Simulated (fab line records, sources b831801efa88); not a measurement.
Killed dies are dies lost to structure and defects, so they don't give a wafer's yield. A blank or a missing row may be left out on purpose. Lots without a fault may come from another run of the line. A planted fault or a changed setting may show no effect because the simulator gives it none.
A struck lot beside a sound one | flow sky130 | 43 steps out of a route of 708
Sound: wafers L469.2, L469.4, L469.5. Struck: wafers L478.2, L478.3, L478.6. The cause comes at the end.
At each step with rows: each side's tool, then ch and its chambers, then its first start. Under that, the readings that differ: sound wafers | struck wafers | difference of the means | sigmas: that difference in standard deviations of wafers without a fault.
alike: readings whose means differ by less than 2 such deviations, and words and numbers that are the same on both sides. not compared: withheld readings, readings that some wafer has no value for, bounds like >300 that may hide the same value, and numbers for which the record gives no deviation and whose values overlap.
The two part at a step that has a row with sigmas, a row that says differs or no value, or rows on one side only. Numbers that don't overlap but have no deviation are shown without sigmas and don't part them. A reading that every wafer of one side lacks parts them only if that side has two wafers or more.

SKY_NWELL_TW_MEAS_15:
  sound on film_metro-03, day 5 17:44; struck on film_metro-03, day 8 02:49
  alike: NWELL_TW
then, 7 steps without rows for these wafers: SKY_NWELL_DEHYDRATE_16 (time 60 s); SKY_NWELL_HMDS_17 (prime time 60 s); SKY_NWELL_COAT_18 (resist thk 3000 nm); SKY_NWELL_SOFTBAKE_19; SKY_NWELL_EXPOSE_20 (exposes mask NWM COMPLEMENT, target cd 840 nm); SKY_NWELL_PEB_21; SKY_NWELL_DEVELOP_22 (develop time 60 s).
SKY_NWELL_OVL_MEAS_23:
  sound on overlay-02, day 6 12:09; struck on overlay-02, day 9 00:11
  alike: NWELL_01_OVL
then, 1 step without rows for these wafers: SKY_NWELL_IMPLANT_24.
SKY_NWELL_STRIP_25: strips in O2/N2.
  sound on plasma_asher-02 ch 0,1, day 6 12:27; struck on plasma_asher-02 ch 0,1, day 9 00:22
  alike: drypump_motor_current_A, oes_product_au, strip_time_to_endpoint_s
  not compared: rf_hours_counter_h
SKY_NWELL_TW_MEAS_26:
  sound on film_metro-04, day 6 12:34; struck on film_metro-03, day 9 00:28
  alike: NWELL_2_TW
SKY_NWELL_CLEAN_27: cleans in SC1/SC2, time 150 s.
  sound on wet_bench-02 ch 0, day 6 12:37; struck on wet_bench-02 ch 3, day 9 00:31
  no value came back on the struck wafers for bath_guard_temp_C (C), bath_heat_duty_pct (%), temp_c (C); on the sound wafers bath_guard_temp_C (C) reads 70.1 69.9 69.9
  reading                                      | sound             | struck            | difference | sigmas
  model.SiO2_of_NWELL_OXIDATION_01.thk_nm (nm) | 9.518 9.421 9.509 | 10.19 10.08 10.12 | +0.65      |
SKY_NWELL_RTA_28: time 30 s.
  sound on rtp_anneal-02 ch 0, day 6 12:40; struck on rtp_anneal-02 ch 0, day 9 00:35
  alike: lamp_power_pct, wafer_temp_C_max
SKY_NWELL_RS_MEAS_29: measures by four-point-probe.
  sound on film_metro-02, day 6 12:47; struck on film_metro-02, day 9 00:42
  alike: NWELL_RS
SKY_NWELL_RS_MEAS_31: measures by four-point-probe.
  sound on film_metro-02, day 6 13:01; struck on film_metro-02, day 9 00:56
  alike: PWDE_RS
then, 7 steps without rows for these wafers: SKY_VT_ADJUST_HVTP_DEHYDRATE_00 (time 60 s); SKY_VT_ADJUST_HVTP_HMDS_01 (prime time 60 s); SKY_VT_ADJUST_HVTP_COAT_02 (resist thk 1140 nm); SKY_VT_ADJUST_HVTP_SOFTBAKE_03 (time 60 s); SKY_VT_ADJUST_HVTP_EXPOSE_04 (exposes mask HVTPM, target cd 380 nm); SKY_VT_ADJUST_HVTP_PEB_05; SKY_VT_ADJUST_HVTP_DEVELOP_06 (develop time 60 s).
SKY_VT_ADJUST_HVTP_CD_MEAS_07: target cd 380 nm.
  sound on cd_sem-01, day 7 08:14; struck on cd_sem-02, day 9 21:49
  alike: cd_nm
SKY_VT_ADJUST_HVTP_OVL_MEAS_08:
  sound on overlay-02, day 7 08:21; struck on overlay-01, day 9 21:55
  alike: VT_ADJUST_HVTP_OVL
then, 1 step without rows for these wafers: SKY_VT_ADJUST_HVTP_IMPLANT_09.
SKY_VT_ADJUST_HVTP_STRIP_10: strips in O2/N2.
  sound on plasma_asher-04 ch 0,1, day 7 08:32; struck on plasma_asher-03 ch 0,1, day 9 22:06
  alike: drypump_motor_current_A, oes_product_au, strip_time_to_endpoint_s
  not compared: rf_hours_counter_h
SKY_VT_ADJUST_HVTP_TW_MEAS_11:
  sound on film_metro-01, day 7 08:38; struck on film_metro-02, day 9 22:13
  alike: VT_ADJUST_HVTP_TW
then, 7 steps without rows for these wafers: SKY_VT_ADJUST_LVTN_DEHYDRATE_00 (time 60 s); SKY_VT_ADJUST_LVTN_HMDS_01 (prime time 60 s); SKY_VT_ADJUST_LVTN_COAT_02 (resist thk 3000 nm); SKY_VT_ADJUST_LVTN_SOFTBAKE_03; SKY_VT_ADJUST_LVTN_EXPOSE_04 (exposes mask NWM COMPLEMENT LESS NATIVE, target cd 840 nm); SKY_VT_ADJUST_LVTN_PEB_05; SKY_VT_ADJUST_LVTN_DEVELOP_06 (develop time 60 s).
SKY_VT_ADJUST_LVTN_OVL_MEAS_07:
  sound on overlay-02, day 8 04:39; struck on overlay-01, day 10 21:47
  alike: VT_ADJUST_LVTN_OVL
then, 1 step without rows for these wafers: SKY_VT_ADJUST_LVTN_IMPLANT_08.
SKY_VT_ADJUST_LVTN_STRIP_09: strips in O2/N2.
  sound on plasma_asher-01 ch 0,1, day 8 04:50; struck on plasma_asher-03 ch 0,1, day 10 21:58
  alike: drypump_motor_current_A, oes_product_au, strip_time_to_endpoint_s
  not compared: rf_hours_counter_h
SKY_VT_ADJUST_LVTN_TW_MEAS_10:
  sound on film_metro-04, day 8 04:56; struck on film_metro-04, day 10 22:04
  alike: VT_ADJUST_LVTN_TW
then, 2 steps without rows for these wafers: SKY_VT_ADJUST_LVTN_DEHYDRATE_11 (time 60 s); SKY_VT_ADJUST_LVTN_HMDS_12 (prime time 60 s).
-- the record jumps here: 8 days lie between the struck wafers' starts before and after (it left off in module VT_ADJUST_LVTN and takes up again in module SONOS_ONO, whose first step shown is number 183 of the route) --
SKY_SONOS_ONO_ETCH_15: etches the open film in CHF3/O2, target depth 19.52 nm, time 7.8 s.
  sound on rie_diel-02 ch 0,3, day 14 11:42; struck on rie_diel-02 ch 1,2,3, day 18 21:50
  reading                                      | sound             | struck            | difference | sigmas
  model.SiO2_of_NWELL_OXIDATION_01.thk_nm (nm) | 5.296 5.196 5.282 | 5.989 5.939 5.971 | +0.708     |
  alike: drypump_motor_current_A, oes_product_au, throttle_valve_pct
  not compared: rf_hours_counter_h
-- the record jumps here: 31 days lie between the struck wafers' starts before and after (it left off in module SONOS_ONO and takes up again in module PAD_OPEN, whose first step shown is number 708 of the route) --
SKY_PAD_OPEN_PROBE_99:
  sound on prober-01, day 47 05:10; struck on prober-02, day 50 02:20
  reading                                   | sound             | struck            | difference | sigmas
  model.etest.cap_thick_oxide.gate_bv_v (V) | 15.71 16.01 15.39 | 14.21 13.54 13.76 | -1.87      |
  model.etest.cap_thin_oxide.gate_bv_v (V)  | 7 6.951 6.725     | 6.564 6.435 6.59  | -0.362     |
  alike: killed_at_M0_to_M3, killed_at_M4_up, killed_at_contacts, killed_at_front_end, killed_at_other, killed_dies, killed_open, killed_short

WHERE THEY PART
Only at SKY_NWELL_CLEAN_27, within this record. Later steps at which nothing parts them and some readings are alike: SKY_NWELL_RTA_28, SKY_NWELL_RS_MEAS_29, SKY_NWELL_RS_MEAS_31, SKY_VT_ADJUST_HVTP_CD_MEAS_07, SKY_VT_ADJUST_HVTP_OVL_MEAS_08, SKY_VT_ADJUST_HVTP_STRIP_10, SKY_VT_ADJUST_HVTP_TW_MEAS_11, SKY_VT_ADJUST_LVTN_OVL_MEAS_07, SKY_VT_ADJUST_LVTN_STRIP_09, SKY_VT_ADJUST_LVTN_TW_MEAS_10, SKY_SONOS_ONO_ETCH_15, SKY_PAD_OPEN_PROBE_99.

WHY: what the simulator had put in
Skipped step whole: wet_bench-02, from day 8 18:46 on, at SKY_NWELL_CLEAN_27. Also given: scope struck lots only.
